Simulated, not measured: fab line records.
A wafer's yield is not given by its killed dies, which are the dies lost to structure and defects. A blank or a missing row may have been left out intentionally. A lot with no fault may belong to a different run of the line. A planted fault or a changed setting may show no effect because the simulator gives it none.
fab line records	flow sky130
record lots=14	wafers=41	last-day=50
route steps=708 shown CONTACT@430
lots that met no fault: from a run of the same line without faults
start-h: hours from the record's first day to the start of the lot's first wafer shown	wait-h: time in hours since the lot's previous step	" as in the row above	L1.1+2: a row that stands for several wafers	- either no value or no given start	* or withheld: withheld	< > ~ a bound
route shown NAME@n: NAME is a module with steps in the file, n the number in the route of the first one	usual: mean/standard deviation of fault-free wafers	same: alike in all rows	chamber/n: place in a boat	sites: each site's reading	_std_site: how widely they spread, as a standard deviation	_edge_site: mean of outer sites minus mean of inner sites	radius-mm: how far each site lies from the wafer's centre	mask NAME#n: copy n	behind: the most recent tool/chamber to have shaped the wafer	hold: why the lot went on hold/how many hours it stayed there/how the hold came to an end	device: the transistor (n, p or np) that didn't switch	end of line: the same wafers' tests at the end of the route	where a step has no rows: the recipe by itself	killed: the dies lost at the first sort to structure and to defects; this is not the yield of the wafer	map: a wafer's dies, marking killed ones x, the rest . and places with no die _
set.NAME: the setting the step ran with; set.NAME@STEP: the setting that earlier step ran with	model.NAME: the simulator's own value behind a step, which no gauge read
steps of the route over a sample of lots; a table a step, a row a wafer
services: a tool's chamber out of use, with start hour (start-h, from the record's first day; less than 0 if before it), hours out, and reason
## steps
# step SKY_CONTACT_CVD_24
# recipe material=W	target-thk-nm=340	time-s=102.12	temp-c=400	pressure-torr=40
# usual chamber-pressure-Torr=39.97/0.085	heater-power-w=905/95
lot.wafer	tool	chamber	start-h	wait-h	chamber-pressure-Torr	heater-power-w
L282.1	cvd-w-02	1	773.35	0.0	39.98	1062
L282.3	"	1	"	"	40.01	1067
L282.5	"	0	"	"	40.00	826
L283.1	cvd-w-02	0	774.30	0.0	40.01	816
L283.5	"	0	"	"	39.98	834
L283.6	"	1	"	"	40.07	1066
L284.3	cvd-w-02	0	781.50	0.1	39.90	813
L284.5	"	0	"	"	39.96	861
L284.6	"	1	"	"	39.98	1033
L285.1	cvd-w-02	0	790.03	0.0	39.83	823
L285.4	"	0	"	"	40.02	831
L285.5	"	1	"	"	40.05	1042
L287.1	cvd-w-02	0	799.61	0.0	39.86	817
L287.3	"	0	"	"	39.90	837
L287.4	"	1	"	"	39.95	1028
L288.1	cvd-w-02	1	812.29	0.0	39.97	1041
L288.2	"	0	"	"	39.84	820
L288.3	"	1	"	"	39.97	1076
L289.1	cvd-w-01	0	813.44	0.0	39.95	843
L289.2	"	1	"	"	40.02	887
L289.3	"	0	"	"	39.96	829
L290.1	cvd-w-02	0	821.64	0.0	39.83	845
L290.5	"	1	"	"	39.88	1051
L290.6	"	0	"	"	39.88	850
L292.4	cvd-w-01	1	843.47	0.1	40.06	891
L292.5	"	0	"	"	39.86	849
L292.6	"	1	"	"	40.06	886
L294.2	cvd-w-02	1	860.07	0.0	39.90	1045
L294.3	"	1	"	"	39.94	1027
L294.5	"	0	"	"	39.98	836
L296.1	cvd-w-01	0	871.50	0.0	40.05	815
L296.2	"	1	"	"	39.92	879
L296.4	"	0	"	"	40.05	822
L297.1	cvd-w-02	1	878.93	0.0	39.87	1061
L297.2	"	0	"	"	39.95	815
L297.3	"	0	"	"	40.04	856
L299.3	cvd-w-02	1	888.38	0.1	39.90	1036
L299.5	"	1	"	"	39.91	1071
L301.2	cvd-w-02	1	902.94	0.0	40.20	1081
L301.3	"	1	"	"	40.01	1057
L301.6	"	1	"	"	40.08	1069
# step SKY_CONTACT_RS_MEAS_25
# recipe thk-meas-gauge=four-point-probe	reads=W_of_CONTACT_CVD_24+TiN_of_CONTACT_SPUTTER_23
# usual CONTACT_W_RS=0.338/0.0036
lot.wafer	tool	chamber	start-h	wait-h	CONTACT_W_RS[ohm/sq]
L282.1	film-metro-04	-	773.46	0.1	0.339
L282.3	"	-	"	"	0.338
L282.5	"	-	"	"	0.340
L283.1	film-metro-02	-	774.41	0.1	0.337
L283.5	"	-	"	"	0.336
L283.6	"	-	"	"	0.338
L284.3	film-metro-04	-	781.61	0.1	0.341
L284.5	"	-	"	"	0.343
L284.6	"	-	"	"	0.339
L285.1	film-metro-02	-	790.14	0.1	0.341
L285.4	"	-	"	"	0.341
L285.5	"	-	"	"	0.341
L287.1	film-metro-02	-	799.72	0.1	0.342
L287.3	"	-	"	"	0.345
L287.4	"	-	"	"	0.340
L288.1	film-metro-03	-	812.40	0.1	0.337
L288.2	"	-	"	"	0.337
L288.3	"	-	"	"	0.341
L289.1	film-metro-02	-	813.55	0.1	0.339
L289.2	"	-	"	"	0.338
L289.3	"	-	"	"	0.335
L290.1	film-metro-02	-	821.75	0.1	0.341
L290.5	"	-	"	"	0.338
L290.6	"	-	"	"	0.339
L292.4	film-metro-04	-	843.60	0.1	0.340
L292.5	"	-	"	"	0.336
L292.6	"	-	"	"	0.339
L294.2	film-metro-03	-	860.21	0.1	0.346
L294.3	"	-	"	"	0.347
L294.5	"	-	"	"	0.347
L296.1	film-metro-04	-	871.61	0.1	0.336
L296.2	"	-	"	"	0.335
L296.4	"	-	"	"	0.334
L297.1	film-metro-03	-	879.04	0.1	0.340
L297.2	"	-	"	"	0.341
L297.3	"	-	"	"	0.193
L299.3	film-metro-03	-	888.50	0.1	0.193
L299.5	"	-	"	"	0.192
L301.2	film-metro-02	-	903.07	0.1	0.339
L301.3	"	-	"	"	0.191
L301.6	"	-	"	"	0.341
# step SKY_CONTACT_THK_MEAS_26
# recipe thk-meas-gauge=xrf	reads=W_of_CONTACT_CVD_24
# usual CONTACT_W_THK=358/4.9
lot.wafer	tool	chamber	start-h	wait-h	CONTACT_W_THK[nm]
L282.1	film-metro-04	-	773.58	0.1	359
L282.3	"	-	"	"	359
L282.5	"	-	"	"	355
L283.1	film-metro-02	-	774.53	0.1	355
L283.5	"	-	"	"	359
L283.6	"	-	"	"	353
L284.3	film-metro-04	-	781.71	0.1	357
L284.5	"	-	"	"	353
L284.6	"	-	"	"	360
L285.1	film-metro-02	-	790.26	0.1	351
L285.4	"	-	"	"	349
L285.5	"	-	"	"	350
L287.1	film-metro-02	-	799.84	0.1	350
L287.3	"	-	"	"	347
L287.4	"	-	"	"	354
L288.1	film-metro-03	-	812.52	0.1	360
L288.2	"	-	"	"	363
L288.3	"	-	"	"	357
L289.1	film-metro-02	-	813.67	0.1	353
L289.2	"	-	"	"	355
L289.3	"	-	"	"	359
L290.1	film-metro-02	-	821.87	0.1	353
L290.5	"	-	"	"	355
L290.6	"	-	"	"	351
L292.4	film-metro-04	-	843.69	0.1	355
L292.5	"	-	"	"	358
L292.6	"	-	"	"	355
L294.2	film-metro-03	-	860.32	0.1	350
L294.3	"	-	"	"	354
L294.5	"	-	"	"	351
L296.1	film-metro-04	-	871.73	0.1	362
L296.2	"	-	"	"	365
L296.4	"	-	"	"	366
L297.1	film-metro-03	-	879.16	0.1	357
L297.2	"	-	"	"	356
L297.3	"	-	"	"	-
L299.3	film-metro-03	-	888.60	0.1	-
L299.5	"	-	"	"	-
L301.2	film-metro-02	-	903.18	0.1	362
L301.3	"	-	"	"	-
L301.6	"	-	"	"	359
# step SKY_CONTACT_CMP_27
# recipe stop-on=SiO2	t-overpolish-s=15	down-force-psi=3.5	platen-rpm=60	target-thk-nm=0	pad-velocity-m-s=0.94248
# usual motor-current-A=11.1/1.2	slurry-filter-dp-kPa=13.52/0.13	time-to-endpoint-s=82.0/2.9
lot.wafer	tool	chamber	start-h	wait-h	motor-current-A	slurry-filter-dp-kPa	time-to-endpoint-s
L282.3	cmp-01	1	773.64	0.0	10.7	13.54	77.7
L282.1	"	2	"	"	12.0	13.36	78.7
L282.5	"	1	"	"	10.7	13.58	81.2
L283.1	cmp-01	3	774.69	0.1	10.9	13.67	80.4
L283.5	"	1	"	"	10.5	13.57	78.3
L283.6	"	2	"	"	12.4	13.40	78.5
L284.3	cmp-01	3	781.89	0.2	10.1	13.52	80.2
L284.6	"	1	"	"	10.1	13.53	79.5
L284.5	"	2	"	"	12.0	13.57	76.5
L285.4	cmp-01	3	790.37	0.1	10.3	13.61	81.1
L285.1	"	1	"	"	10.5	13.51	75.7
L285.5	"	3	"	"	10.7	13.46	81.1
L287.1	cmp-01	3	799.90	0.1	10.7	13.40	83.4
L287.3	"	0	"	"	9.7	13.69	82.6
L287.4	"	1	"	"	10.3	13.61	82.3
L288.3	cmp-01	2	812.58	0.0	12.5	13.32	83.4
L288.2	"	0	"	"	9.0	13.41	84.2
L288.1	"	1	"	"	10.6	13.48	79.2
L289.3	cmp-02	3	813.78	0.1	12.7	13.53	88.1
L289.1	"	0	"	"	9.2	13.71	87.9
L289.2	"	1	"	"	12.1	13.58	85.5
L290.1	cmp-01	3	822.03	0.1	10.7	13.51	80.5
L290.6	"	1	"	"	9.7	13.29	79.1
L290.5	"	2	"	"	12.3	13.53	78.7
L292.4	cmp-01	3	843.72	0.0	10.4	13.37	83.6
L292.6	"	3	"	"	10.1	13.70	86.2
L292.5	"	0	"	"	10.1	13.29	87.8
L294.2	cmp-01	0	860.54	0.2	9.8	13.61	78.7
L294.3	"	1	"	"	10.2	13.53	79.7
L294.5	"	0	"	"	10.0	13.29	75.3
L296.1	cmp-02	3	871.79	0.1	11.6	13.53	82.1
L296.2	"	1	"	"	13.0	13.60	82.2
L296.4	"	2	"	"	12.6	13.66	86.4
L297.1	cmp-01	0	879.22	0.1	9.6	13.62	83.9
L297.3	"	2	"	"	12.2	13.28	142.1
L297.2	"	3	"	"	10.0	13.67	86.7
L299.3	cmp-02	2	888.74	0.1	12.5	13.55	142.5
L299.5	"	1	"	"	12.2	13.73	138.2
L301.2	cmp-02	0	903.23	0.0	9.7	13.30	79.6
L301.3	"	3	"	"	12.0	13.59	140.1
L301.6	"	1	"	"	12.5	13.56	76.6
## services
tool	chamber	start-h	hours	kind
cmp-02	-	775.01	7.7	pm
cmp-01	-	813.45	2.8	repair
cmp-02	-	851.84	4.1	pm
## key
first-sign step=SKY_CONTACT_RS_MEAS_25	reading=CONTACT_W_RS	direction=down	sigmas=41	usual=0.338	struck=0.192
effect step=SKY_CONTACT_THK_MEAS_26	reading=CONTACT_W_THK	direction=missing
effect step=SKY_CONTACT_CMP_27	reading=time-to-endpoint-s	direction=up	sigmas=20	usual=*	struck=*
met-at SKY_CONTACT_CVD_24
struck-lots L297,L299,L301
struck-wafers L297.3,L299.3,L299.5,L301.3
tester-left-out L297,L299,L301
onset-between 860.07 878.93
fault kind=process-parameter-drift	tool=cvd-w-02	chamber=-	onset-h=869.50	steps=SKY_CONTACT_CVD_24	channel=target-thk-nm	offset=256.78	shape=step	end-h=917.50	scope=struck-wafers-only	acts-in=these-recipes-only	stated=340
# tester-left-out: of these lots the tester's yield and bins aren't shown, on N5 and GAA mostly nor the transistor test; their killed dies are dies lost to structure and defects alone, not to doping, threshold or leakage, so they don't give the yield
